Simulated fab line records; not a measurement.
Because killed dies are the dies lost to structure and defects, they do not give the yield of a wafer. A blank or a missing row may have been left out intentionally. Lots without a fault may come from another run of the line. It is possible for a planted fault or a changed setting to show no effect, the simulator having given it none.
Which tool did it? | flow gf180mcu | 6 lots, 18 wafers sampled, at 2 steps of a route of 602

WHAT THE GAUGES SHOWED, per wafer
GF_VT_IMPLANT_TW_MEAS_21.
lot  | measured     | on            | VT_IMPLANT_2_TW
L182 | day 6 11:15  | film metro-03 | 1216 1221 1210
L186 | day 7 11:16  | film metro-03 | 1213 1213 1210
L191 | day 8 20:50  | film metro-02 | 1232 1225 1224
L195 | day 9 22:39  | film metro-02 | 1223 1227 1227
L200 | day 11 05:57 | film metro-01 | 1208 1207 1209
L203 | day 12 00:35 | film metro-02 | 886 885 886

WHICH TOOL RAN EACH LOT (tool, then ch and the chambers of the sampled wafers, then the start)
lot  | GF_VT_IMPLANT_IMPLANT_19
L182 | implanter-01 ch 0, day 6 11:01
L186 | implanter-03 ch 0, day 7 11:02
L191 | implanter-01 ch 0, day 8 20:35
L195 | implanter-01 ch 0, day 9 22:25
L200 | implanter-03 ch 0, day 11 05:43
L203 | implanter-01 ch 0, day 12 00:20
- GF_VT_IMPLANT_IMPLANT_19

THE ANSWER, worked out from the rows above alone
Rule: usual is defined by the lots themselves. Put in order of their means at a reading, lots are off if they are a third of the lots or fewer, leave a main group of 4 or more, and stand apart from it by a gap of 3 or more times the standard deviation of the main group's means; of several such gaps the widest counts. If all means in a main group match to the digits the tables above print for the reading, that group is not used. A lot without any number at a reading at which 4 lots or more have one is off too. Where the step has rows for the other lots, those lots are counted as sound.
Off: at GF_VT_IMPLANT_TW_MEAS_21 (VT_IMPLANT_2_TW), L203. The main group: mean 1218, standard deviation 7.5.
If a tool, at a process step before that reading, ran all the lots that are off and no sound lot after the first of them, it fits. The gauges at GF_VT_IMPLANT_TW_MEAS_21 are tried like those tools. This does not decide it: 2 tools fit, namely implanter-01 at GF_VT_IMPLANT_IMPLANT_19 and film metro-02 at GF_VT_IMPLANT_TW_MEAS_21.

WHAT HAD BEEN PUT IN BY THE SIMULATOR
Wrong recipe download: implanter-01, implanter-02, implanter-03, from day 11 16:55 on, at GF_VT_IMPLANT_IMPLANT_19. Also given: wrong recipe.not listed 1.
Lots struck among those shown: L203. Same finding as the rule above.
